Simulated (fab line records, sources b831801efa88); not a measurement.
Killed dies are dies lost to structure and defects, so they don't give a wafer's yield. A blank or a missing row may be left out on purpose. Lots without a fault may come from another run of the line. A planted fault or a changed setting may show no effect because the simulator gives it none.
Problem report in the 8D (eight disciplines) form, filled by code | flow sky130 | the parts of the form that need people (team, actions taken, sign-off) are left out

1. THE PROBLEM
killed_at_M4_up at SKY_PAD_OPEN_PROBE_99 reads a mean of 45.2 on 6 wafers of 2 lots; wafers without a fault read 3.1 with a standard deviation of 2. That is +21 standard deviations from the usual mean.
First seen on wafer L673.3, day 50 07:03, on prober-02. The record holds 36 wafers of 12 lots with a number at this step. Rule for "out", or "out of limits": more than 4 standard deviations from the usual mean. The other wafers with a number count as sound.

2. WHAT IT IS AND WHAT IT IS NOT
question                    | is                     | is not
which readings at this step | killed_at_M4_up        | killed_at_M0_to_M3, killed_at_contacts, killed_at_front_end, killed_at_other, killed_open, killed_short, sort_bin_8_speed
which lots                  | L673, L674             | L655, L656, L659, L660, L661, L662, L663, L664, L665, L666
which wafers of those lots  | all that have a number | -
read on which tools         | prober-01, prober-02   | -
when                        | from day 50 07:03      | up to then (30 sound wafers)

3. SUSPECTS, AND WHAT RULES EACH OUT
Counting: a tool at a process step up to the reading stays a suspect if it ran every lot that is out and no sound lot after the first of them.
- hdpcvd-01 at SKY_VIA4_HDPCVD_00 (deposits SiO2, target thk 1750 nm, time 291.7 s): kept. It ran every lot that is out, first L673 (day 47 00:58), and no sound lot after that; its last sound lot up to then is L666 (day 44 23:16).
Left after counting: hdpcvd-01 at SKY_VIA4_HDPCVD_00.

4. THE CAUSE (what the simulator had put in)
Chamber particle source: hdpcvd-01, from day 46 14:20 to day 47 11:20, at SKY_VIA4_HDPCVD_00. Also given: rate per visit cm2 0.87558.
Counting left only this tool.

5. THE CHAIN OF EFFECTS, in route order
Each row: a reading whose mean over the struck wafers that have a number lies more than 3 standard deviations from the usual. Only readings for which the record gives a usual standard deviation are gone through. hours: the time from each lot's start at the first step in this table that gives one to its start at this step, as a median over the lots. sigmas: the change in usual standard deviations.
hours | step                  | reading              | usual  | on struck wafers | change | sigmas
0     | SKY_PAD_OPEN_PROBE_99 | defect_limited_yield | 82.5 % | 74.8             | -7.7   | -4.3
0     | SKY_PAD_OPEN_PROBE_99 | killed_at_M4_up      | 3.1    | 45.2             | +42.1  | +21
0     | SKY_PAD_OPEN_PROBE_99 | killed_dies          | 86     | 124              | +38    | +4.2
0     | SKY_PAD_OPEN_PROBE_99 | sort_bin_3_pad_short | 0.9 %  | 3.1              | +2.2   | +5.0
0     | SKY_PAD_OPEN_PROBE_99 | sort_bin_5_function  | 10.5 % | 14.8             | +4.3   | +3.1
0     | SKY_PAD_OPEN_PROBE_99 | sort_n_pass          | 406    | 368              | -38    | -4.2
0     | SKY_PAD_OPEN_PROBE_99 | sort_yield_pct       | 82.5 % | 74.8             | -7.7   | -4.3
The process steps in it:
- SKY_PAD_OPEN_PROBE_99

6. WHAT WOULD HAVE CAUGHT IT SOONER
In this record the first reading out of limits was taken at day 50 07:03, 89 hours after the fault began at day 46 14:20.
All the lots that are out (2) had begun SKY_VIA4_HDPCVD_00 on hdpcvd-01 by day 50 07:03. A hold on the tool at that time would have spared none of them.
